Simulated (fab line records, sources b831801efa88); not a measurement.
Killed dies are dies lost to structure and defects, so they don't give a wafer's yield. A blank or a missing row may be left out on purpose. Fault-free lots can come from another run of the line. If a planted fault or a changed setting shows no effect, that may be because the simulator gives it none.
Lot-split experiment || flow sky130 || 23 wafers read from 5 lots, route of 708 steps

ON THE SPLIT
At SKY_METAL3_ETCH_16 (etches BARC in N2/H2, stops on SiO2, time 88.2 s, target depth 60 nm), the setting time s was moved away from the recipe's 88.2 s on 7 of the 23 wafers read, by -14.9% to +14.5%. For the rest of the wafers, this setting stayed at what the recipe calls for.

The reading comes from the split's own step.

THE READING
KrF-thick_of_METAL3_COAT_08.thk nm (the simulator's own value, which no gauge read), in nm, at SKY_METAL3_ETCH_16 (etches BARC in N2/H2, stops on SiO2, time 88.2 s, target depth 60 nm). There is no usual value for it anywhere in the file. The 16 wafers here that ran the recipe average 1077 nm, standard deviation 3.5 nm.

{"wafer": "L077.2", "tool, chamber at the split": "rie metal-02, 0", "time s as run, s": 88.2, "against the recipe": "recipe", "KrF-thick_of_METAL3_COAT_08.thk nm, nm": 1074, "against lot-mates on the recipe": "-"}
{"wafer": "L077.3", "tool, chamber at the split": "rie metal-02, 0,1", "time s as run, s": 88.2, "against the recipe": "recipe", "KrF-thick_of_METAL3_COAT_08.thk nm, nm": 1072, "against lot-mates on the recipe": "-"}
{"wafer": "L077.5", "tool, chamber at the split": "rie metal-02, 0,1", "time s as run, s": 88.2, "against the recipe": "recipe", "KrF-thick_of_METAL3_COAT_08.thk nm, nm": 1072, "against lot-mates on the recipe": "-"}
{"wafer": "L080.1", "tool, chamber at the split": "rie metal-02, 0", "time s as run, s": 88.2, "against the recipe": "recipe", "KrF-thick_of_METAL3_COAT_08.thk nm, nm": 1075, "against lot-mates on the recipe": "-"}
{"wafer": "L080.2", "tool, chamber at the split": "rie metal-02, 1", "time s as run, s": 94.03, "against the recipe": "+6.6%", "KrF-thick_of_METAL3_COAT_08.thk nm, nm": 1074, "against lot-mates on the recipe": -3}
{"wafer": "L080.3", "tool, chamber at the split": "rie metal-02, 0", "time s as run, s": 94.03, "against the recipe": "+6.6%", "KrF-thick_of_METAL3_COAT_08.thk nm, nm": 1077, "against lot-mates on the recipe": "+0"}
{"wafer": "L080.5", "tool, chamber at the split": "rie metal-02, 0", "time s as run, s": 94.03, "against the recipe": "+6.6%", "KrF-thick_of_METAL3_COAT_08.thk nm, nm": 1073, "against lot-mates on the recipe": -4}
{"wafer": "L080.6", "tool, chamber at the split": "rie metal-02, 1", "time s as run, s": 88.2, "against the recipe": "recipe", "KrF-thick_of_METAL3_COAT_08.thk nm, nm": 1079, "against lot-mates on the recipe": "-"}
{"wafer": "L081.1", "tool, chamber at the split": "rie metal-02, 1", "time s as run, s": 88.2, "against the recipe": "recipe", "KrF-thick_of_METAL3_COAT_08.thk nm, nm": 1074, "against lot-mates on the recipe": "-"}
{"wafer": "L081.2", "tool, chamber at the split": "rie metal-02, 0", "time s as run, s": 75.1, "against the recipe": "-14.9%", "KrF-thick_of_METAL3_COAT_08.thk nm, nm": 1079, "against lot-mates on the recipe": "+6"}
{"wafer": "L081.3", "tool, chamber at the split": "rie metal-02, 0", "time s as run, s": 88.2, "against the recipe": "recipe", "KrF-thick_of_METAL3_COAT_08.thk nm, nm": 1073, "against lot-mates on the recipe": "-"}
{"wafer": "L081.5", "tool, chamber at the split": "rie metal-02, 0", "time s as run, s": 88.2, "against the recipe": "recipe", "KrF-thick_of_METAL3_COAT_08.thk nm, nm": 1073, "against lot-mates on the recipe": "-"}
{"wafer": "L081.4", "tool, chamber at the split": "rie metal-02, 1", "time s as run, s": 75.1, "against the recipe": "-14.9%", "KrF-thick_of_METAL3_COAT_08.thk nm, nm": 1083, "against lot-mates on the recipe": "+10"}
{"wafer": "L082.2", "tool, chamber at the split": "rie metal-03, 0", "time s as run, s": 101, "against the recipe": "+14.5%", "KrF-thick_of_METAL3_COAT_08.thk nm, nm": 1072, "against lot-mates on the recipe": -8}
{"wafer": "L082.3", "tool, chamber at the split": "rie metal-03, 1,0", "time s as run, s": 88.2, "against the recipe": "recipe", "KrF-thick_of_METAL3_COAT_08.thk nm, nm": 1080, "against lot-mates on the recipe": "-"}
{"wafer": "L082.6", "tool, chamber at the split": "rie metal-03, 1,0", "time s as run, s": 88.2, "against the recipe": "recipe", "KrF-thick_of_METAL3_COAT_08.thk nm, nm": 1080, "against lot-mates on the recipe": "-"}
{"wafer": "L082.4", "tool, chamber at the split": "rie metal-03, 0", "time s as run, s": 101, "against the recipe": "+14.5%", "KrF-thick_of_METAL3_COAT_08.thk nm, nm": 1070, "against lot-mates on the recipe": -10}
{"wafer": "L082.5", "tool, chamber at the split": "rie metal-03, 1", "time s as run, s": 88.2, "against the recipe": "recipe", "KrF-thick_of_METAL3_COAT_08.thk nm, nm": 1081, "against lot-mates on the recipe": "-"}
{"wafer": "L084.1", "tool, chamber at the split": "rie metal-02, 0", "time s as run, s": 88.2, "against the recipe": "recipe", "KrF-thick_of_METAL3_COAT_08.thk nm, nm": 1076, "against lot-mates on the recipe": "-"}
{"wafer": "L084.2", "tool, chamber at the split": "rie metal-02, 1", "time s as run, s": 88.2, "against the recipe": "recipe", "KrF-thick_of_METAL3_COAT_08.thk nm, nm": 1082, "against lot-mates on the recipe": "-"}
{"wafer": "L084.4", "tool, chamber at the split": "rie metal-02, 0", "time s as run, s": 88.2, "against the recipe": "recipe", "KrF-thick_of_METAL3_COAT_08.thk nm, nm": 1080, "against lot-mates on the recipe": "-"}
{"wafer": "L084.5", "tool, chamber at the split": "rie metal-02, 1", "time s as run, s": 88.2, "against the recipe": "recipe", "KrF-thick_of_METAL3_COAT_08.thk nm, nm": 1079, "against lot-mates on the recipe": "-"}
{"wafer": "L084.6", "tool, chamber at the split": "rie metal-02, 0", "time s as run, s": 88.2, "against the recipe": "recipe", "KrF-thick_of_METAL3_COAT_08.thk nm, nm": 1081, "against lot-mates on the recipe": "-"}
If several chambers appear in one row, that row covers several wafers at once and the file leaves open which wafer was in which chamber.

FIT RESULTS
A straight line over all 23 wafers: KrF-thick_of_METAL3_COAT_08.thk nm changes by -0.337 nm for each +1% of time s; r = -0.58; the points scatter about the line by 3.2 nm.
The same after taking each lot's own level away (the mean of its wafers on the recipe; 23 wafers): -0.549 nm for each +1%; r = -0.91; scatter 1.7 nm.
The reading moves by 8.1 nm for the largest change in time s, on that fit.
Across the lots, their own levels run from 1072.7 to 1080.3 nm, a range of 2.2 times the standard deviation given above.
So the lot-to-lot level blurs the effect unless lot-mates are compared.
Check: with one of the wafers moved furthest among these (-14.9%) left out of the fit, the line predicts +9.2 nm for it against its lot-mates. Against them it came out at +5.67 nm.

THESE WAFERS: OTHER SPLITS
These wafers also went through other splits before the reading. Each is held against what the fit with the lots' levels taken away leaves over:
{"other split on the same wafers": "SKY_METAL2_EXPOSE_12 dose mj", "wafers away from the commonest value": 7, "r with KrF-thick_of_METAL3_COAT_08.thk nm (lot level and that fit taken away)": -0.07}
{"other split on the same wafers": "SKY_VIA2_COAT_06 resist thk nm", "wafers away from the commonest value": 10, "r with KrF-thick_of_METAL3_COAT_08.thk nm (lot level and that fit taken away)": "+0.07"}
{"other split on the same wafers": "SKY_VIA2_ETCH_14 ion energy ev", "wafers away from the commonest value": 7, "r with KrF-thick_of_METAL3_COAT_08.thk nm (lot level and that fit taken away)": -0.15}
{"other split on the same wafers": "SKY_VIA2_CVD_21 temp c", "wafers away from the commonest value": 9, "r with KrF-thick_of_METAL3_COAT_08.thk nm (lot level and that fit taken away)": -0.29}
{"other split on the same wafers": "SKY_METAL3_SPUTTER_02 chamber pressure pa", "wafers away from the commonest value": 15, "r with KrF-thick_of_METAL3_COAT_08.thk nm (lot level and that fit taken away)": -0.09}
{"other split on the same wafers": "SKY_CAPM_COAT_07 resist thk nm", "wafers away from the commonest value": 11, "r with KrF-thick_of_METAL3_COAT_08.thk nm (lot level and that fit taken away)": "+0.13"}

THE FILE'S OWN FIT
KrF-thick_of_METAL3_COAT_08.thk nm changes by -0.532 nm for each +1% of time s, r = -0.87.
